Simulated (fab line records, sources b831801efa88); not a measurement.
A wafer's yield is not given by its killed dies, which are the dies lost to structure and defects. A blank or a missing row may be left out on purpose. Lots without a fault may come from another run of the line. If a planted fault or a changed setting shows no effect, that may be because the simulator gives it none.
Which of the tools did it? + flow gf180mcu + 13 lots with 39 wafers sampled at 4 steps, on a route of 602 steps

WHAT THE GAUGES SHOWED, per wafer
GF_V5_THK_MEAS_03.
| lot  | measured     | on            | V5_CVD_02_THK (nm) |
|------|--------------|---------------|--------------------|
| L344 | day 25 21:43 | film_metro-04 | 1434 1443 1476     |
| L345 | day 26 07:28 | film_metro-02 | 1459 1442 1478     |
| L349 | day 27 20:13 | film_metro-01 | 1458 1455 1469     |
| L348 | day 27 22:10 | film_metro-01 | 1434 1453 1483     |
| L352 | day 28 20:02 | film_metro-04 | 1443 1455 1449     |
| L353 | day 29 08:58 | film_metro-04 | 1437 1432 1405     |
| L354 | day 29 17:41 | film_metro-02 | 1433 1452 1470     |
| L355 | day 29 21:58 | film_metro-04 | 1461 1465 1486     |
| L356 | day 29 22:38 | film_metro-02 | 1463 1439 1448     |
| L357 | day 30 07:38 | film_metro-04 | 1491 1472 1514     |
| L359 | day 30 22:53 | film_metro-02 | 1490 1478 1495     |
| L360 | day 31 07:01 | film_metro-04 | 1454 1423 1418     |
| L367 | day 32 22:21 | film_metro-02 | 1481 1471 1487     |

WHAT TOOL EACH LOT RAN ON (gives the tool, then ch and the chambers of the sampled wafers, and finally the start)
| lot  | GF_NWELL_IMPLANT_08            | GF_M4_METAL_ETCH_16               | GF_V5_CVD_02                    |
|------|--------------------------------|-----------------------------------|---------------------------------|
| L344 | implanter-01 ch 0, day 3 00:58 | rie_metal-02 ch 0,1, day 22 22:41 | pecvd-04 ch 0,1,2, day 25 21:36 |
| L345 | implanter-04 ch 0, day 3 06:13 | rie_metal-04 ch 0,1, day 23 09:49 | pecvd-04 ch 0,1,2, day 26 07:20 |
| L349 | implanter-01 ch 0, day 4 08:21 | rie_metal-02 ch 0,1, day 25 01:34 | pecvd-02 ch 1,2, day 27 20:07   |
| L348 | implanter-04 ch 0, day 4 08:38 | rie_metal-01 ch 1, day 25 03:02   | pecvd-03 ch 1,2, day 27 22:03   |
| L352 | implanter-04 ch 0, day 5 03:29 | rie_metal-02 ch 0,1, day 26 03:43 | pecvd-04 ch 0,1,2, day 28 19:56 |
| L353 | implanter-04 ch 0, day 5 10:11 | rie_metal-01 ch 0,1, day 26 16:46 | pecvd-02 ch 0,1,2, day 29 08:51 |
| L354 | implanter-04 ch 0, day 5 15:09 | rie_metal-04 ch 0,1, day 27 02:29 | pecvd-03 ch 1, day 29 17:22     |
| L355 | implanter-04 ch 0, day 5 21:33 | rie_metal-04 ch 0,1, day 27 08:14 | pecvd-04 ch 0,2, day 29 21:52   |
| L356 | implanter-02 ch 0, day 6 01:25 | rie_metal-01 ch 0,1, day 27 08:50 | pecvd-03 ch 1, day 29 22:21     |
| L357 | implanter-04 ch 0, day 6 06:46 | rie_metal-04 ch 0,1, day 27 17:53 | pecvd-04 ch 0,1, day 30 07:31   |
| L359 | implanter-04 ch 0, day 6 20:13 | rie_metal-04 ch 0, day 28 10:14   | pecvd-04 ch 0,1, day 30 22:46   |
| L360 | implanter-04 ch 0, day 7 03:29 | rie_metal-02 ch 0,1, day 28 18:44 | pecvd-02 ch 0,1,2, day 31 06:55 |
| L367 | implanter-02 ch 0, day 8 15:21 | rie_metal-02 ch 1, day 30 14:05   | pecvd-04 ch 1,2, day 32 22:14   |
- GF_NWELL_IMPLANT_08
- GF_M4_METAL_ETCH_16: etches the open film in Cl2/BCl3, stops on SiO2, target depth 627.5 nm, time 104.6 s.
- GF_V5_CVD_02: deposits SiO2 from TEOS, target thk 1450 nm, time 163.28 s.

AS READ BY THE TOOLS THEMSELVES (means over the sampled wafers that have a number; for cases with no such wafer, the mark the record gives instead)
GF_NWELL_IMPLANT_08.
| lot  | tool         | beam_energy_keV | end_station_pressure_torr (Torr) |
|------|--------------|-----------------|----------------------------------|
| L344 | implanter-01 | 450.15          | 4.89e-06                         |
| L345 | implanter-04 | 449.91          | 5.01e-06                         |
| L349 | implanter-01 | 450.10          | 5.07e-06                         |
| L348 | implanter-04 | 450.06          | 4.96e-06                         |
| L352 | implanter-04 | 449.91          | 4.66e-06                         |
| L353 | implanter-04 | 449.82          | 4.89e-06                         |
| L354 | implanter-04 | 449.84          | 4.86e-06                         |
| L355 | implanter-04 | 449.99          | 5.14e-06                         |
| L356 | implanter-02 | 450.21          | 5.17e-06                         |
| L357 | implanter-04 | 450.08          | 5.08e-06                         |
| L359 | implanter-04 | 469.25          | 4.85e-06                         |
| L360 | implanter-04 | 469.37          | 4.96e-06                         |
| L367 | implanter-02 | 450.08          | 5.08e-06                         |

GF_M4_METAL_ETCH_16.
| lot  | tool         | drypump_motor_current_A (A) | oes_product_au (a.u.) | rf_fwd_power_W (W) | throttle_valve_pct (%) |
|------|--------------|-----------------------------|-----------------------|--------------------|------------------------|
| L344 | rie_metal-02 | 5.64                        | 0.970                 | 797.3              | 28.244                 |
| L345 | rie_metal-04 | 5.60                        | 0.978                 | 795.3              | 28.234                 |
| L349 | rie_metal-02 | 5.63                        | 0.969                 | 796.7              | 28.258                 |
| L348 | rie_metal-01 | 6.23                        | 0.981                 | 794.8              | 28.243                 |
| L352 | rie_metal-02 | 5.64                        | 0.978                 | 794.3              | 28.249                 |
| L353 | rie_metal-01 | 5.85                        | 0.966                 | 796.3              | 28.254                 |
| L354 | rie_metal-04 | 5.59                        | 0.974                 | 796.4              | 28.241                 |
| L355 | rie_metal-04 | 5.63                        | 0.973                 | 794.3              | 28.249                 |
| L356 | rie_metal-01 | 5.85                        | 0.960                 | 794.3              | 28.263                 |
| L357 | rie_metal-04 | 5.59                        | 0.977                 | 795.1              | 28.249                 |
| L359 | rie_metal-04 | 5.66                        | 0.971                 | 794.5              | 28.248                 |
| L360 | rie_metal-02 | 5.64                        | 0.965                 | 796.2              | 28.260                 |
| L367 | rie_metal-02 | 5.84                        | 0.969                 | 792.9              | 28.264                 |

GF_V5_CVD_02.
| lot  | tool     | heater_power_w (W) | rf_fwd_power_W (W) |
|------|----------|--------------------|--------------------|
| L344 | pecvd-04 | 710                | 597.6              |
| L345 | pecvd-04 | 598                | 597.9              |
| L349 | pecvd-02 | 625                | 599.2              |
| L348 | pecvd-03 | 671                | 599.6              |
| L352 | pecvd-04 | 668                | 595.5              |
| L353 | pecvd-02 | 556                | 598.0              |
| L354 | pecvd-03 | 727                | 595.2              |
| L355 | pecvd-04 | 717                | 598.0              |
| L356 | pecvd-03 | 780                | 599.1              |
| L357 | pecvd-04 | 579                | 597.7              |
| L359 | pecvd-04 | 611                | 599.5              |
| L360 | pecvd-02 | 668                | 597.3              |
| L367 | pecvd-04 | 643                | 598.2              |

THE ANSWER, worked out from the rows above alone
Rule: what is usual is taken from the lots themselves. Put in order of their means at a reading, lots are off if they are a third of the lots or fewer, leave a main group of 4 or more, and stand apart from it by a gap of 3 or more times the standard deviation of the main group's means; of several such gaps the widest counts. If all means in a main group match to the digits the tables above print for the reading, that group is not used. Also off: a lot with no number at a reading for which 4 or more lots have one. All remaining lots with rows at the step are treated as sound. Order of review: gauges by route order, followed by the tools' own readings, for which a lot's mean as printed above is used. The first step at which some lot is off is used, and at that step the reading that is off furthest; a lot without a number counts as furthest.
Off: L359, L360, at GF_NWELL_IMPLANT_08 (beam_energy_keV). For the main group the mean is 450.01 and the standard deviation 0.12.
If a tool, at that step or one of the process steps before it, ran each lot that is off and ran no sound lot following the first of them, it fits. One fits: GF_NWELL_IMPLANT_08 on implanter-04. A fault onset in the window from L357 (day 6 06:46, its last sound lot) to L359 (day 6 20:13, its first lot off) fits.
On the lots that are off, the tool's own readings at GF_NWELL_IMPLANT_08 differ by more than 5 times the standard deviation of the sound lots' means, which bears it out; beam_energy_keV reads 469.31 there versus 450.01 on the sound lots.

WHAT WAS PUT IN BY THE SIMULATOR
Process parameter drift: implanter-04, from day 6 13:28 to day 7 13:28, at GF_NWELL_IMPLANT_08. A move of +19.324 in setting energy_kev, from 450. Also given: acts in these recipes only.
Struck lots among those shown: L359, L360. The rule given above showed the same thing.
